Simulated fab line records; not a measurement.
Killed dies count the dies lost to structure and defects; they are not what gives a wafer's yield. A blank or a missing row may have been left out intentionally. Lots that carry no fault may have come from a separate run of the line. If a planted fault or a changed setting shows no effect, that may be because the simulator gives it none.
Which tool did it? | flow sky130 | Sampling: 14 lots, 42 wafers, 5 of 708 route steps

## WHAT THE GAUGES READ, wafer by wafer
SKY_VIA2_BOW_MEAS_03.
lot  | measured     | on            | VIA2_BOW (um)
L995 | day 35 08:20 | film-metro-01 | 81 88 88
L996 | day 35 23:41 | film-metro-03 | 92 93 90
L997 | day 36 05:50 | film-metro-03 | 93 94 96
L100 | day 37 02:27 | film-metro-03 | 89 93 98
L999 | day 37 05:48 | film-metro-01 | 74 95 74
L101 | day 38 05:03 | film-metro-03 | 92 95 100
L103 | day 38 06:38 | film-metro-02 | 74 75 85
L104 | day 38 15:11 | film-metro-01 | 86 80 85
L105 | day 39 01:13 | film-metro-03 | 84 94 75
L106 | day 39 08:52 | film-metro-02 | 123 123 128
L107 | day 39 13:19 | film-metro-02 | 122 119 114
L108 | day 39 14:19 | film-metro-01 | 81 81 79
L116 | day 41 16:25 | film-metro-03 | 81 89 92
L117 | day 42 03:20 | film-metro-03 | 91 79 84

SKY_VIA2_CD_MEAS_12 targets a cd of 200 nm.
lot  | measured     | on        | cd-nm (nm)
L995 | day 36 10:53 | cd-sem-02 | 199.7 199.0 199.2
L996 | day 37 01:53 | cd-sem-02 | 200.1 199.9 201.6
L997 | day 37 08:48 | cd-sem-01 | 199.1 200.2 201.1
L100 | day 38 04:56 | cd-sem-01 | 201.7 201.7 199.8
L999 | day 38 07:49 | cd-sem-02 | 202.3 200.6 199.3
L101 | day 39 06:14 | cd-sem-02 | 199.7 200.9 201.4
L103 | day 39 07:05 | cd-sem-01 | 196.9 197.9 198.5
L104 | day 39 16:18 | cd-sem-01 | 196.7 198.1 197.7
L105 | day 40 01:48 | cd-sem-02 | 201.4 201.6 202.0
L106 | day 40 09:55 | cd-sem-02 | 200.1 199.2 200.9
L107 | day 40 14:01 | cd-sem-01 | 200.6 201.9 201.3
L108 | day 40 14:55 | cd-sem-02 | 201.6 198.5 200.7
L116 | day 42 16:08 | cd-sem-02 | 200.0 202.1 198.7
L117 | day 43 02:45 | cd-sem-01 | 200.6 200.4 201.4

SKY_VIA2_OVL_MEAS_13.
lot  | measured     | on         | VIA2_OVL (nm)
L995 | day 36 11:00 | overlay-01 | 10 7 7
L996 | day 37 02:00 | overlay-01 | 17 2 11
L997 | day 37 08:55 | overlay-01 | 0 9 7
L100 | day 38 05:02 | overlay-01 | 7 3 1
L999 | day 38 07:56 | overlay-01 | -1 9 11
L101 | day 39 06:20 | overlay-01 | 9 -1 5
L103 | day 39 07:12 | overlay-01 | -4 -3 -1
L104 | day 39 16:24 | overlay-01 | 3 1 1
L105 | day 40 01:55 | overlay-01 | 18 20 11
L106 | day 40 10:02 | overlay-02 | 1 3 3
L107 | day 40 14:07 | overlay-01 | 0 2 0
L108 | day 40 15:02 | overlay-02 | 7 -9 5
L116 | day 42 16:14 | overlay-02 | -5 0 0
L117 | day 43 02:51 | overlay-01 | -2 -5 0

## EACH LOT AND THE TOOL THAT RAN IT (in order: tool; ch and the chambers of the sampled wafers; start)
lot  | SKY_VIA1_CVD_21               | SKY_VIA2_CMP_02
L995 | cvd-w-01 ch 0,1, day 34 03:36 | cmp-01 ch 2,3, day 35 08:02
L996 | cvd-w-01 ch 0,1, day 34 19:25 | cmp-02 ch 1,3, day 35 23:26
L997 | cvd-w-02 ch 0, day 35 00:57   | cmp-02 ch 0,1, day 36 05:32
L100 | cvd-w-02 ch 0,1, day 35 22:14 | cmp-02 ch 0,1,2, day 37 02:07
L999 | cvd-w-02 ch 0,1, day 36 01:54 | cmp-02 ch 0,3, day 37 05:32
L101 | cvd-w-01 ch 0,1, day 37 00:22 | cmp-01 ch 1,2,3, day 38 04:49
L103 | cvd-w-01 ch 0,1, day 37 02:01 | cmp-02 ch 1,2, day 38 06:20
L104 | cvd-w-01 ch 0,1, day 37 10:46 | cmp-01 ch 2,3, day 38 14:52
L105 | cvd-w-01 ch 0,1, day 37 21:20 | cmp-01 ch 0,1, day 39 00:55
L106 | cvd-w-02 ch 0,1, day 38 05:27 | cmp-01 ch 0,2, day 39 08:32
L107 | cvd-w-01 ch 0,1, day 38 10:29 | cmp-02 ch 2,3, day 39 13:02
L108 | cvd-w-02 ch 0,1, day 38 11:49 | cmp-01 ch 1,2,3, day 39 14:03
L116 | cvd-w-02 ch 0,1, day 40 14:05 | cmp-01 ch 1,2,3, day 41 16:11
L117 | cvd-w-01 ch 0,1, day 41 00:51 | cmp-02 ch 0,2, day 42 03:01
- SKY_VIA1_CVD_21: deposits W, target thk 270 nm, time 80.902 s.
- SKY_VIA2_CMP_02: polishes SiO2.

## WHAT THE TOOLS THEMSELVES READ (means of the sampled wafers that have a number; where no wafer has one, the mark that the record gives instead)
SKY_VIA1_CVD_21.
lot  | tool     | heater-power-w (W) | susceptor-temp-C (C)
L995 | cvd-w-01 | 875                | 399.96
L996 | cvd-w-01 | 858                | 400.14
L997 | cvd-w-02 | 767                | 399.78
L100 | cvd-w-02 | 813                | 399.88
L999 | cvd-w-02 | 787                | 400.23
L101 | cvd-w-01 | 869                | 399.95
L103 | cvd-w-01 | 885                | 399.96
L104 | cvd-w-01 | 856                | 399.96
L105 | cvd-w-01 | 892                | 399.93
L106 | cvd-w-02 | 814                | 400.02
L107 | cvd-w-01 | 897                | 399.84
L108 | cvd-w-02 | 779                | 399.95
L116 | cvd-w-02 | 820                | 400.11
L117 | cvd-w-01 | 884                | 399.90

SKY_VIA2_CMP_02.
lot  | tool   | edge-zone-pressure-frac | head-pressure-psi (psi) | motor-current-A (A) | slurry-flow-ml-min
L995 | cmp-01 | 1.001                   | 4.011                   | 10.9                | 149.8
L996 | cmp-02 | 1.003                   | 3.996                   | 13.7                | 149.6
L997 | cmp-02 | 0.998                   | 3.997                   | 11.5                | 150.6
L100 | cmp-02 | 1.004                   | 3.999                   | 11.6                | 150.3
L999 | cmp-02 | 1.005                   | 4.001                   | 13.0                | 149.8
L101 | cmp-01 | 0.999                   | 3.995                   | 10.8                | 150.1
L103 | cmp-02 | 0.998                   | 4.004                   | 11.8                | 150.3
L104 | cmp-01 | 1.001                   | 4.002                   | 11.1                | 150.0
L105 | cmp-01 | 1.001                   | 4.004                   | 12.1                | 149.5
L106 | cmp-01 | -                       | -                       | -                   | -
L107 | cmp-02 | -                       | -                       | -                   | -
L108 | cmp-01 | 1.003                   | 4.006                   | 10.7                | 149.5
L116 | cmp-01 | 0.998                   | 4.002                   | 10.4                | 150.0
L117 | cmp-02 | 0.999                   | 3.992                   | 11.8                | 150.1

## THE ANSWER, worked out from the rows above alone
Rule: the usual values come from the lots themselves. Put in order of their means at a reading, lots are off if they are a third of the lots or fewer, leave a main group of 4 or more, and stand apart from it by a gap of 3 or more times the standard deviation of the main group's means; of several such gaps the widest counts. Not used: any main group whose means are identical at the precision the tables above print for the reading. A lot without any number at a reading at which 4 lots or more have one is off too. All remaining lots with rows at the step are treated as sound. First the gauges in route order, then the tools' own readings, where a lot's mean is used as printed above. At the first step where some lot is off, the reading lying furthest off is the one used; lots without a number count as furthest.
Off: L106, L107, seen at SKY_VIA2_BOW_MEAS_03 (VIA2_BOW). The main group has a mean of 87 um with a standard deviation of 5.6.
If a tool, at a process step before that reading, ran all the lots that are off and no sound lot after the first of them, it fits. The gauges at SKY_VIA2_BOW_MEAS_03 aren't tried: what is off there is off at SKY_VIA2_CMP_02 too, on other tools, and a gauge's error can't cause that. Of those tried, none fits.

## WHAT THE SIMULATOR PUT IN
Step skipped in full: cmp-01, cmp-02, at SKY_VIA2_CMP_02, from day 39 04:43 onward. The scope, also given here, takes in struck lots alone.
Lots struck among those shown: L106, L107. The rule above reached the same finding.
